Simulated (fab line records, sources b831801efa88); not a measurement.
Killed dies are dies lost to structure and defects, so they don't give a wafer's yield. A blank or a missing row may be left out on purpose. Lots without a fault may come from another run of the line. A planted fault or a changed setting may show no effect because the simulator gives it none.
fab line records | flow sky130
record lots=13 wafers=39 last_day=50
route steps=708 shown POLY_GATE@230
lots that met no fault: from a run of the same line without faults
start_h: hours from the record's first day to the start of the lot's first wafer shown | wait_h: hours since the lot's step before | " the same as in the row above | L1.1+2: a row that stands for several wafers | - no value, or no start given | * or withheld: withheld | < > ~ a bound
route shown NAME@n: a module of which the file shows steps, and the number in the route of the first | usual: mean/standard deviation of fault-free wafers | same: alike in all rows | chamber/n: place in a boat | sites: the reading at each site | _std_site: their standard deviation | _edge_site: outer sites' mean less inner sites' | radius_mm: how far each site lies from the wafer's centre | mask NAME#n: copy n | behind: the tool/chamber that last shaped the wafer | hold: why the lot was held/for how many hours/how that ended | device: the transistor (n, p or np) that didn't switch | end of line: the same wafers' tests at the end of the route | a step without rows: its recipe alone | killed: dies lost to structure and defects at the first sort, not the wafer's yield | map: a wafer's dies, x killed, . not, _ none there
set.NAME: the setting as run; set.NAME@STEP: as run at that earlier step | model.NAME: the simulator's own value behind a step, which no gauge read
steps of the route over a sample of lots; a table a step, a row a wafer
services: from which hour (start_h, from the record's first day; less than 0 if before it) a tool's chamber was out of use, for how many hours, and why
## steps
# step SKY_POLY_GATE_ETCH_16
# recipe stop_on=poly-Si chemistry=CH3F/O2 target=Si3N4 source_w=400 bias_w=80 pressure_mtorr=25 ch3f_flow_sccm=40 O2_flow_sccm=30 time_s=147.5 target_depth_a=750
# usual O2_flow_sccm=30.00/0.085 bias_w=80.01/0.26 drypump_motor_current_A=5.8/0.56 oes_product_au=0.642/0.0049 throttle_valve_pct=10.534/0.0086
# columns lot.wafer tool chamber start_h wait_h O2_flow_sccm bias_w drypump_motor_current_A oes_product_au rf_hours_counter_h throttle_valve_pct
L781.3 rie_diel-03 3 380.57 0.0 30.02 79.98 5.7 0.641 65 10.539
L781.5 " 1 " " 30.10 80.10 6.7 0.633 - 10.544
L781.6 " 0 " " 30.00 80.09 6.8 0.639 - 10.529
L782.3 rie_diel-04 0 386.90 0.0 30.01 80.00 5.6 0.636 48 10.524
L782.4 " 2 " " 30.06 80.44 5.2 0.643 4 10.533
L782.6 " 1 " " 29.85 79.66 5.4 0.642 - 10.539
L783.2 rie_diel-01 0 394.25 0.0 30.03 80.48 5.7 0.636 14 10.520
L783.4 " 3 " " 30.00 79.79 6.0 0.647 6 10.525
L783.6 " 0 " " 30.00 80.33 5.8 0.650 - 10.537
L789.3 rie_diel-01 3 477.37 0.0 29.96 79.77 6.0 0.652 8 10.535
L789.4 " 2 " " 29.89 91.66 5.6 0.654 83 10.541
L789.5 " 1 " " 30.04 80.37 5.2 0.642 - 10.544
L793.2 rie_diel-03 1 497.14 0.0 29.98 80.35 6.7 0.639 1 10.546
L793.3 " 0 " " 29.98 80.22 6.8 0.637 68 10.539
L793.5 " 2 " " 30.02 79.94 5.2 0.631 - 10.543
L794.1 rie_diel-03 3 507.25 0.0 30.05 80.19 5.7 0.646 67 10.541
L794.5 " 1 " " 29.94 79.75 6.7 0.647 - 10.523
L794.6 " 2 " " 29.80 80.21 5.2 0.640 - 10.530
L795.1 rie_diel-03 3 518.32 0.0 29.99 80.20 5.7 0.639 67 10.533
L795.2 " 2 " " 30.00 79.94 5.2 0.647 11 10.522
L795.4 " 0 " " 29.97 80.17 6.8 0.636 69 10.531
L796.1 rie_diel-03 1 526.50 0.0 30.05 80.02 6.7 0.643 2 10.528
L796.4 " 0 " " 29.88 80.02 6.8 0.647 69 10.545
L796.6 " 3 " " 29.94 79.95 5.7 0.649 - 10.538
L797.2 rie_diel-04 1 535.99 0.0 29.95 79.81 5.4 0.647 79 10.528
L797.4 " 2 " " 30.13 79.83 5.2 0.645 7 10.528
L797.5 " 3 " " 29.97 80.31 6.0 0.638 - 10.533
L799.1 rie_diel-04 0 548.05 0.0 30.08 80.15 5.6 0.643 51 10.538
L799.2 " 2 " " 30.00 80.22 5.2 0.641 8 10.539
L799.3 " 1 " " 30.01 80.30 5.4 0.642 79 10.527
L800.1 rie_diel-03 2 558.70 0.0 30.01 79.98 5.2 0.640 11 10.541
L800.2 " 0 " " 30.09 80.11 6.8 0.639 69 10.522
L800.4 " 1 " " 29.95 79.55 6.7 0.637 2 10.526
L801.2 rie_diel-01 2 559.14 0.0 30.02 80.17 5.7 0.646 0 10.540
L801.4 " 1 " " 30.20 79.74 5.2 0.639 1 10.530
L801.6 " 1 " " 30.05 79.79 5.2 0.640 - 10.519
L802.1 rie_diel-04 1 563.09 0.0 29.97 80.00 5.4 0.638 79 10.542
L802.4 " 2 " " 30.05 79.82 5.2 0.638 - 10.549
L802.6 " 1 " " 30.06 79.69 5.4 0.646 - 10.522
## services
# columns tool chamber start_h hours kind
rie_diel-01 0 359.66 3.2 repair
rie_diel-04 3 364.12 4.5 repair
rie_diel-03 2 368.86 4.3 repair
rie_diel-03 2 375.11 5.9 repair
rie_diel-04 3 418.47 9.9 repair
rie_diel-03 3 422.42 2.0 repair
rie_diel-03 - 441.10 1.9 repair
rie_diel-03 1 443.00 - clean
rie_diel-03 1 443.00 19.6 scheduled_down
rie_diel-03 1 443.00 19.6 vent_cycle
rie_diel-04 3 444.16 11.4 repair
rie_diel-03 0 459.18 8.1 repair
rie_diel-03 3 495.65 10.3 repair
rie_diel-04 3 509.81 7.8 repair
rie_diel-01 1 509.81 - clean
rie_diel-01 1 509.81 18.9 scheduled_down
rie_diel-01 1 509.81 18.9 vent_cycle
rie_diel-01 1 540.11 2.7 repair
rie_diel-01 2 542.81 - clean
rie_diel-01 2 542.81 13.4 scheduled_down
rie_diel-01 2 542.81 13.4 vent_cycle
rie_diel-04 3 560.48 - clean
rie_diel-04 3 560.48 26.6 scheduled_down
rie_diel-04 3 560.48 26.6 vent_cycle
## key
first_sign step=SKY_POLY_GATE_ETCH_16 reading=bias_w direction=up sigmas=45 usual=80.01 struck=91.66
effect none on later readings
met_at SKY_POLY_GATE_ETCH_16
struck_lots L789
struck_wafers L789.4
tester_left_out L789
fault kind=process_parameter_drift tool=rie_diel-01 chamber=2 onset_h=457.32 steps=SKY_POLY_GATE_ETCH_16 channel=bias_w offset=11.478 shape=step end_h=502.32 acts_in=these_recipes_only stated=80
# tester_left_out: of these lots the tester's yield and bins aren't shown, on N5 and GAA mostly nor the transistor test; their killed dies are dies lost to structure and defects alone, not to doping, threshold or leakage, so they don't give the yield
